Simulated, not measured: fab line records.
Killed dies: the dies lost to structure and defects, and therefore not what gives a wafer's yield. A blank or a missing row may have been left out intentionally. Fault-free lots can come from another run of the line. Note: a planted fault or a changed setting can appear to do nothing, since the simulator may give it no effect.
Which of the tools did it? | flow gf180mcu | Sampling: 14 lots, 42 wafers, 4 of 602 route steps

WHAT THE GAUGES SHOWED, per wafer
GF_V2_OVL_MEAS_15. Usual: V2_OVL 3 nm, standard deviation 6.
lot  | measured     | on         | V2_OVL (nm) | flag
L899 | day 20 14:01 | overlay-02 | 15 9 15     |
L901 | day 21 09:59 | overlay-01 | -1 -1 -1    |
L902 | day 21 11:13 | overlay-01 | 4 7 1       |
L903 | day 21 20:14 | overlay-01 | 9 3 7       |
L909 | day 23 19:15 | overlay-01 | -5 3 5      |
L910 | day 24 07:00 | overlay-01 | -1 -7 -3    |
L912 | day 25 05:36 | overlay-01 | -3 -2 4     |
L913 | day 25 09:23 | overlay-02 | 3 7 -2      |
L914 | day 25 15:14 | overlay-01 | -4 8 -3     |
L915 | day 26 04:06 | overlay-01 | 8 1 7       |
L918 | day 26 18:28 | overlay-02 | 2 -2 2      |
L919 | day 27 03:56 | overlay-01 | 14 3 1      |
L921 | day 27 12:37 | overlay-02 | -11 -4 -5   |
L922 | day 27 17:16 | overlay-02 | -1 -6 -6    |

GF_V3_THK_MEAS_01. Usual: V3_CVD_00_THK 602 nm, standard deviation 5.1.
lot  | measured     | on            | V3_CVD_00_THK (nm) | flag
L899 | day 21 16:02 | film-metro-03 | 603 603 605        |
L901 | day 22 11:30 | film-metro-02 | 605 601 599        |
L902 | day 22 12:49 | film-metro-04 | 600 602 602        |
L903 | day 22 21:44 | film-metro-04 | 604 597 597        |
L909 | day 24 18:52 | film-metro-03 | 608 607 610        |
L910 | day 25 07:05 | film-metro-03 | 601 600 606        |
L912 | day 26 05:13 | film-metro-03 | 606 609 604        |
L913 | day 26 08:40 | film-metro-04 | 603 604 603        |
L914 | day 26 14:22 | film-metro-02 | 603 617 614        |
L915 | day 27 02:47 | film-metro-02 | 601 603 606        |
L918 | day 27 17:13 | film-metro-02 | 609 600 602        |
L919 | day 28 02:08 | film-metro-02 | 595 600 603        |
L921 | day 28 11:06 | film-metro-04 | 611 602 607        |
L922 | day 28 15:47 | film-metro-02 | 593 598 594        |

GF_V3_THK_MEAS_25: measures by xrf. Usual: V3_W_THK 350 nm, standard deviation 3.9.
lot  | measured     | on            | V3_W_THK (nm) | flag
L899 | day 22 17:23 | film-metro-04 | 353 353 354   |
L901 | day 23 13:08 | film-metro-04 | 352 349 351   |
L902 | day 23 15:21 | film-metro-03 | 353 349 353   |
L903 | day 23 21:43 | film-metro-04 | 344 344 342   |
L909 | day 25 18:16 | film-metro-02 | 351 354 344   |
L910 | day 26 05:52 | film-metro-03 | 347 349 348   |
L912 | day 27 03:24 | film-metro-03 | 353 349 346   |
L913 | day 27 06:37 | film-metro-03 | 344 348 349   |
L914 | day 27 12:23 | film-metro-03 | 345 344 342   |
L915 | day 28 00:28 | film-metro-03 | 349 353 351   |
L918 | day 28 15:07 | film-metro-03 | 349 349 347   |
L919 | day 29 00:01 | film-metro-02 | 346 346 346   |
L921 | day 29 08:22 | film-metro-03 | 351 345 349   |
L922 | day 29 12:55 | film-metro-03 | 353 347 351   |

WHICH TOOL RAN EACH LOT (tool, then ch and the chambers of the sampled wafers, then the start)
lot  | GF_DUAL_GATE_CLEAN_01
L899 | wet-bench-01 ch 2, day 7 13:02
L901 | wet-bench-03 ch 2, day 8 03:54
L902 | wet-bench-03 ch 2, day 8 07:09
L903 | wet-bench-02 ch 3, day 8 13:44
L909 | wet-bench-01 ch 1, day 10 06:17
L910 | wet-bench-01 ch 0, day 10 12:09
L912 | wet-bench-01 ch 1, day 11 03:00
L913 | wet-bench-01 ch 3, day 11 12:32
L914 | wet-bench-02 ch 1, day 11 18:55
L915 | wet-bench-03 ch 2, day 12 04:24
L918 | wet-bench-03 ch 1, day 12 19:44
L919 | wet-bench-01 ch 2, day 13 04:39
L921 | wet-bench-03 ch 0, day 13 17:32
L922 | wet-bench-01 ch 3, day 13 21:47
- GF_DUAL_GATE_CLEAN_01: cleans in dHF, time 20 s.

AS READ BY THE TOOLS THEMSELVES (means over the sampled wafers that have a number; for cases with no such wafer, the mark the record gives instead)
GF_DUAL_GATE_CLEAN_01. Usual: 49.3 s for run-length-s, sd 2.4.
lot  | tool         | run-length-s (s) | flag
L899 | wet-bench-01 | 52.1             |
L901 | wet-bench-03 | 47.2             |
L902 | wet-bench-03 | 47.1             |
L903 | wet-bench-02 | 51.9             |
L909 | wet-bench-01 | -                | OFF
L910 | wet-bench-01 | -                | OFF
L912 | wet-bench-01 | 50.8             |
L913 | wet-bench-01 | 51.4             |
L914 | wet-bench-02 | 46.9             |
L915 | wet-bench-03 | 51.5             |
L918 | wet-bench-03 | 46.2             |
L919 | wet-bench-01 | 51.1             |
L921 | wet-bench-03 | 50.5             |
L922 | wet-bench-01 | 48.0             |

THE ANSWER, worked out from the rows above alone
Rule: a lot is off if the mean of its wafers that have a number lies more than 3 standard deviations from the usual mean. Also off: a lot with no number at a reading for which 4 or more lots have one. The other lots that the step has rows for count as sound. The gauges are gone through in route order, then the tools' own readings, and for those a lot's mean is taken as printed above. The first step at which some lot is off is used, and at that step the reading that is off furthest; a lot without a number counts as furthest.
Off: L909, L910 (GF_DUAL_GATE_CLEAN_01, run-length-s). Without a number there: L909, L910.
If a tool, at that step or one of the process steps before it, ran each lot that is off and ran no sound lot following the first of them, it fits. No candidate that was tried fits.

WHAT WAS PUT IN BY THE SIMULATOR
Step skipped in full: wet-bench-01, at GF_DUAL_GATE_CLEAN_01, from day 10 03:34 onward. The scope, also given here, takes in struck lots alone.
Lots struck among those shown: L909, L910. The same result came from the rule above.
